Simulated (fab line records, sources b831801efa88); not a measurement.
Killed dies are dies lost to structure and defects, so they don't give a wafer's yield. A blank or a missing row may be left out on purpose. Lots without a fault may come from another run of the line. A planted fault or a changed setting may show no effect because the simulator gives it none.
Which tool did it? | flow sky130 | 13 lots, 39 wafers sampled, at 3 steps of a route of 708

WHAT THE GAUGES READ, wafer by wafer
SKY_VIA2_THK_MEAS_01. Usual: VIA2_HDPCVD_THK 1178 nm, standard deviation 9.9.
lot  | measured     | on            | VIA2_HDPCVD_THK (nm) | flag
L813 | day 34 19:03 | film_metro-02 | 1170 1178 1194       |
L814 | day 35 13:55 | film_metro-03 | 1177 1194 1175       |
L815 | day 35 16:20 | film_metro-03 | 1158 1163 1168       |
L816 | day 35 19:43 | film_metro-03 | 1175 1177 1179       |
L817 | day 36 03:15 | film_metro-02 | 1168 1187 1177       |
L819 | day 37 04:28 | film_metro-02 | 1169 1184 1175       |
L820 | day 37 12:14 | film_metro-01 | 1168 1169 1164       |
L821 | day 37 22:15 | film_metro-03 | 1175 1178 1166       |
L822 | day 38 07:38 | film_metro-03 | 1178 1186 1189       |
L829 | day 40 02:34 | film_metro-01 | 1182 1179 1182       |
L832 | day 40 21:44 | film_metro-01 | 1198 1198 1190       |
L834 | day 41 10:11 | film_metro-03 | 1186 1180 1192       |
L836 | day 41 18:11 | film_metro-01 | 1173 1179 1182       |

SKY_VIA2_OVL_MEAS_13. Usual: VIA2_OVL 3 nm, standard deviation 5.7.
lot  | measured     | on         | VIA2_OVL (nm) | flag
L813 | day 35 21:56 | overlay-02 | 1 6 6         |
L814 | day 36 16:17 | overlay-01 | 0 5 2         |
L815 | day 36 18:53 | overlay-01 | 6 6 11        |
L816 | day 36 21:50 | overlay-02 | 5 2 2         |
L817 | day 37 05:31 | overlay-01 | 1 2 -4        |
L819 | day 38 06:32 | overlay-02 | -1 -2 5       |
L820 | day 38 14:38 | overlay-01 | -4 -9 -8      |
L821 | day 39 00:11 | overlay-01 | 0 0 4         |
L822 | day 39 09:47 | overlay-01 | 7 8 7         |
L829 | day 41 03:44 | overlay-01 | 7 3 4         |
L832 | day 41 22:11 | overlay-01 | 4 0 1         |
L834 | day 42 10:38 | overlay-01 | -4 4 -1       |
L836 | day 42 18:14 | overlay-01 | 14 12 10      |

WHICH TOOL RAN EACH LOT (tool, then ch and the chambers of the sampled wafers, then the start)
lot  | SKY_METAL2_SPUTTER_03
L813 | pvd_sputter-04, day 33 15:32
L814 | pvd_sputter-04, day 34 10:34
L815 | pvd_sputter-01, day 34 11:46
L816 | pvd_sputter-04, day 34 16:16
L817 | pvd_sputter-04, day 34 23:52
L819 | pvd_sputter-04, day 36 01:20
L820 | pvd_sputter-01, day 36 09:50
L821 | pvd_sputter-04, day 36 19:04
L822 | pvd_sputter-02, day 37 04:35
L829 | pvd_sputter-02, day 38 23:27
L832 | pvd_sputter-04, day 39 19:56
L834 | pvd_sputter-04, day 40 08:44
L836 | pvd_sputter-01, day 40 17:20
- SKY_METAL2_SPUTTER_03: material Ti, target thk 5 nm, time 3.3 s.

WHAT THE TOOLS THEMSELVES READ (means of the sampled wafers that have a number; where no wafer has one, the mark that the record gives instead)
SKY_METAL2_SPUTTER_03. Usual: chamber_pressure_pa 0.3998 Pa, standard deviation 0.00085; throttle_valve_pct 30.4 %, standard deviation 0.87.
lot  | tool           | chamber_pressure_pa (Pa) | throttle_valve_pct (%) | flag
L813 | pvd_sputter-04 | 0.3986                   | 31.0                   |
L814 | pvd_sputter-04 | 0.3998                   | 30.7                   |
L815 | pvd_sputter-01 | 0.3986                   | 30.1                   |
L816 | pvd_sputter-04 | 0.3998                   | 31.0                   |
L817 | pvd_sputter-04 | 0.4001                   | 30.8                   |
L819 | pvd_sputter-04 | 0.3997                   | 30.6                   |
L820 | pvd_sputter-01 | 0.3996                   | 30.9                   |
L821 | pvd_sputter-04 | 0.3990                   | 30.7                   |
L822 | pvd_sputter-02 | 0.4001                   | 29.3                   |
L829 | pvd_sputter-02 | 0.3999                   | 29.5                   |
L832 | pvd_sputter-04 | 0.4000                   | 30.8                   |
L834 | pvd_sputter-04 | 0.4002                   | 30.8                   |
L836 | pvd_sputter-01 | 0.4004                   | 30.1                   |

THE ANSWER, worked out from the rows above alone
Rule: a lot is off if the mean of its wafers that have a number lies more than 3 standard deviations from the usual mean. A lot without any number at a reading at which 4 lots or more have one is off too. The other lots that the step has rows for count as sound. The gauges are gone through in route order, then the tools' own readings, and for those a lot's mean is taken as printed above. The first step at which some lot is off is used, and at that step the reading that is off furthest; a lot without a number counts as furthest.
No lot is off at any reading shown: from this, nothing can be told.

WHAT THE SIMULATOR HAD PUT IN
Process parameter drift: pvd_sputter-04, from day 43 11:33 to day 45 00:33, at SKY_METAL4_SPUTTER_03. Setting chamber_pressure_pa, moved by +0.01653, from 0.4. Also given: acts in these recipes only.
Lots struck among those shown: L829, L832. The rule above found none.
